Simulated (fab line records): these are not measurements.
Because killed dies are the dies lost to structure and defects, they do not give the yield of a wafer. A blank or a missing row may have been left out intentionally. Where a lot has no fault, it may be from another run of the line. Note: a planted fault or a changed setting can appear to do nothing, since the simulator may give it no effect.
Matching of chambers / flow sky130 / cmp-01 running SKY_LI_CONTACT_CMP_24: 4 sister chambers
The step polishes, stops on PSG, t overpolish 20 s, target thk 0 nm. 4 wafers are shown with their chamber, then 10 later ones without.

== EACH WAFER AND ITS CHAMBER ==
wafer=L955.5; chamber=2; motor current A (A)=10.9
wafer=L956.6; chamber=0; motor current A (A)=12.2
wafer=L957.1; chamber=3; motor current A (A)=11.5
wafer=L957.3; chamber=1; motor current A (A)=10.5

== WAFERS WITH NO CHAMBER GIVEN ==
wafer=L957.5; motor current A (A)=10.8
wafer=L961.2; motor current A (A)=12.2
wafer=L961.5; motor current A (A)=10.2
wafer=L961.6; motor current A (A)=10.4
wafer=L962.1; motor current A (A)=10.8
wafer=L962.3; motor current A (A)=11.9
wafer=L962.5; motor current A (A)=11.8
wafer=L960.1; motor current A (A)=13.0
wafer=L960.4; motor current A (A)=10.5
wafer=L960.5; motor current A (A)=12.8

== CHAMBER TAKEN BY EACH ==
wafer=L957.5; from the rows above=can't be placed: 2 or 1 or 3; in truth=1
wafer=L961.2; from the rows above=can't be placed: 0 or 3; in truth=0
wafer=L961.5; from the rows above=can't be placed: 1 or 2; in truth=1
wafer=L961.6; from the rows above=can't be placed: 1 or 2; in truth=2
wafer=L962.1; from the rows above=can't be placed: 2 or 1 or 3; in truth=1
wafer=L962.3; from the rows above=can't be placed: 0 or 3 or 2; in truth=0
wafer=L962.5; from the rows above=can't be placed: 3 or 0 or 2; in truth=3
wafer=L960.1; from the rows above=can't be placed: 0 or 3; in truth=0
wafer=L960.4; from the rows above=can't be placed: 1 or 2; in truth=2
wafer=L960.5; from the rows above=can't be placed: 0 or 3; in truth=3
Correctly placed: 0 of 10. From these rows, 10 cannot be placed; in 10 the true chamber is one of the candidates. 0 placed wrongly.
How it was worked out, from the rows above alone: a wafer's distance from a chamber is the root of the sum, over the readings, of the square of ((its reading less the chamber's mean) divided by the reading's scatter). The wafer belongs to the nearest chamber; if the next one is less than 2 further off, it can't be placed. The mean given for a chamber averages the wafers shown for that chamber. The scatter: with one shown wafer a chamber, the root of the mean of the squares of how far each hidden wafer lies from its nearest shown one.
